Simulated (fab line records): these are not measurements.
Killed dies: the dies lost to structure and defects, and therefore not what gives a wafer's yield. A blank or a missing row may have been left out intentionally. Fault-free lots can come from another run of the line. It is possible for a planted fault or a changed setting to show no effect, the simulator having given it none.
A single fault, viewed from 2 desks ; flow sky130 ; each desk has only its own numbers; what lay behind them comes last

FOR THE TOOL OWNER'S DESK: litho track-04
The tool's own readings at SKY_PAD_OPEN_DEHYDRATE_00 (time 60 s): means of the sampled wafers that have a number, for each lot that ran on this tool. The brackets show how far a lot's mean lies from the usual mean; more than 4 standard deviations puts the lot out of limits, marked OUT.
Columns: A = heater power total W at SKY_PAD_OPEN_DEHYDRATE_00, usual 160.38 W; B = run length s at SKY_PAD_OPEN_DEHYDRATE_00, usual 89.04 s
lot;first seen here;A;B
L521;day 45 08:53;160.35;89.38
L526;day 46 21:58;160.46;89.45
L528;day 47 09:07;160.32;89.21
L532;day 48 04:59;160.43;101.18 (+47) OUT
L534;day 48 15:22;160.25;101.17 (+47) OUT
This desk's finding: out of limits on L532, L534; first on L532, day 48 04:59 (run length s at SKY_PAD_OPEN_DEHYDRATE_00). L521, L526, L528: within limits.

AT THE METROLOGY DESK
Means of the sampled wafers that have a number, per lot and without regard to the tool the lot ran on: this is what the gauges read. The brackets show how far a lot's mean lies from the usual mean; more than 4 standard deviations puts the lot out of limits, marked OUT.
Columns: A = METAL5_ALCU_RS at SKY_METAL5_RS_MEAS_05, usual 0.02701 ohm/sq; B = PASSIVATION_CVD_02_THK at SKY_PASSIVATION_THK_MEAS_03, usual 542 nm
lot;first seen here;A;B
L520;day 42 16:27;0.02693;544
L521;day 43 01:57;0.02676;535
L523;day 44 04:26;0.02674;539
L524;day 44 14:22;0.02681;540
L525;day 44 17:28;0.02706;543
L526;day 44 18:45;0.02689;542
L528;day 45 05:24;0.02676;551
L529;day 45 13:28;0.02705;541
L532;day 46 02:52;0.02703;542
L534;day 46 16:02;0.02703;537
L539;day 47 17:38;0.02735;536
L538;day 47 22:40;0.02722;548
L541;day 48 16:05;0.02729;540
This desk's finding: nothing out of limits on any of the 13 lots.

TAKEN TOGETHER
The tool owner's desk had the chance to raise an alarm at day 48 04:59 on L532, L534.
Metrology desk: nothing out of limits seen.
The metrology desk holds a record of L532, L534, inside its limits.
The lots listed all ran SKY_PAD_OPEN_DEHYDRATE_00 on litho track-04.

WHAT WAS PUT IN BY THE SIMULATOR
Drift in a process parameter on litho track-04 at SKY_PAD_OPEN_DEHYDRATE_00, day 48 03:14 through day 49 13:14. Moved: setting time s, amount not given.
Struck lots among those shown: L532, L534.
Each desk's first reading out of limits, in hours after the fault started: the tool owner's desk, 2.
